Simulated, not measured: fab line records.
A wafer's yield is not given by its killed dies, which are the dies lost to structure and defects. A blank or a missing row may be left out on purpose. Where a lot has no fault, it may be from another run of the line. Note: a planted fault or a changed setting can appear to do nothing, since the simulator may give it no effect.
Which tool is to blame? + flow gf180mcu + 13 lots, 39 wafers sampled, at 2 steps of a route of 602

WHAT THE GAUGES SHOWED, per wafer
GF_M1_OVL_MEAS_15. Usual: for M1_OVL the level is 1 nm and the standard deviation is 4.7.
| lot  | measured     | on         | M1_OVL (nm) | flag |
|------|--------------|------------|-------------|------|
| L193 | day 17 16:13 | overlay-02 | -2 -4 4     |      |
| L195 | day 18 06:10 | overlay-02 | -2 -5 3     |      |
| L196 | day 18 12:02 | overlay-01 | 6 0 3       |      |
| L198 | day 19 05:52 | overlay-01 | 10 13 12    |      |
| L200 | day 20 06:14 | overlay-02 | 0 5 5       |      |
| L202 | day 20 17:19 | overlay-02 | -1 -3 1     |      |
| L203 | day 21 03:22 | overlay-02 | 1 -3 -3     |      |
| L210 | day 23 10:28 | overlay-01 | 3 2 -3      |      |
| L211 | day 24 01:40 | overlay-02 | 1 -3 -2     |      |
| L212 | day 24 04:16 | overlay-01 | 2 0 -4      |      |
| L213 | day 24 14:16 | overlay-01 | 6 4 -1      |      |
| L214 | day 24 19:07 | overlay-02 | -3 0 -2     |      |
| L215 | day 25 03:01 | overlay-01 | 0 5 0       |      |

GF_V1_THK_MEAS_01. Usual: for V1_CVD_00_THK the level is 600 nm and the standard deviation is 5.4.
| lot  | measured     | on           | V1_CVD_00_THK (nm) | flag |
|------|--------------|--------------|--------------------|------|
| L193 | day 17 17:02 | filmMetro-04 | 596 592 605        |      |
| L195 | day 18 06:55 | filmMetro-04 | 612 603 605        |      |
| L196 | day 18 12:47 | filmMetro-04 | 608 604 598        |      |
| L198 | day 19 06:37 | filmMetro-04 | 602 600 602        |      |
| L200 | day 20 07:07 | filmMetro-04 | 594 596 595        |      |
| L202 | day 20 18:11 | filmMetro-04 | 593 593 601        |      |
| L203 | day 21 04:15 | filmMetro-04 | 598 601 603        |      |
| L210 | day 23 11:20 | filmMetro-04 | 596 605 609        |      |
| L211 | day 24 02:32 | filmMetro-03 | 599 607 598        |      |
| L212 | day 24 05:08 | filmMetro-01 | 603 588 594        |      |
| L213 | day 24 15:02 | filmMetro-01 | 592 605 607        |      |
| L214 | day 24 19:52 | filmMetro-04 | 594 601 598        |      |
| L215 | day 25 03:47 | filmMetro-01 | 601 599 602        |      |

TOOL THAT RAN EACH LOT (tool first, then ch and the chambers of the sampled wafers, then the start)
No process step before these readings appears in the record.

AS READ BY THE TOOLS THEMSELVES (means over the sampled wafers that have a number; for cases with no such wafer, the mark the record gives instead)
The record holds no such reading with a usual standard deviation.

THE ANSWER, worked out from the rows above alone
Rule: take the mean of a lot's wafers that have a number; if it is more than 3 standard deviations from the usual mean, the lot is off. Also off: a lot with no number at a reading for which 4 or more lots have one. Where the step has rows for the other lots, those lots are counted as sound. First the gauges in route order, then the tools' own readings, where a lot's mean is used as printed above. At the first step where some lot is off, the reading lying furthest off is the one used; lots without a number count as furthest.
No lot is off on any of the readings shown, so nothing can be concluded from this.

WHAT THE SIMULATOR PUT IN
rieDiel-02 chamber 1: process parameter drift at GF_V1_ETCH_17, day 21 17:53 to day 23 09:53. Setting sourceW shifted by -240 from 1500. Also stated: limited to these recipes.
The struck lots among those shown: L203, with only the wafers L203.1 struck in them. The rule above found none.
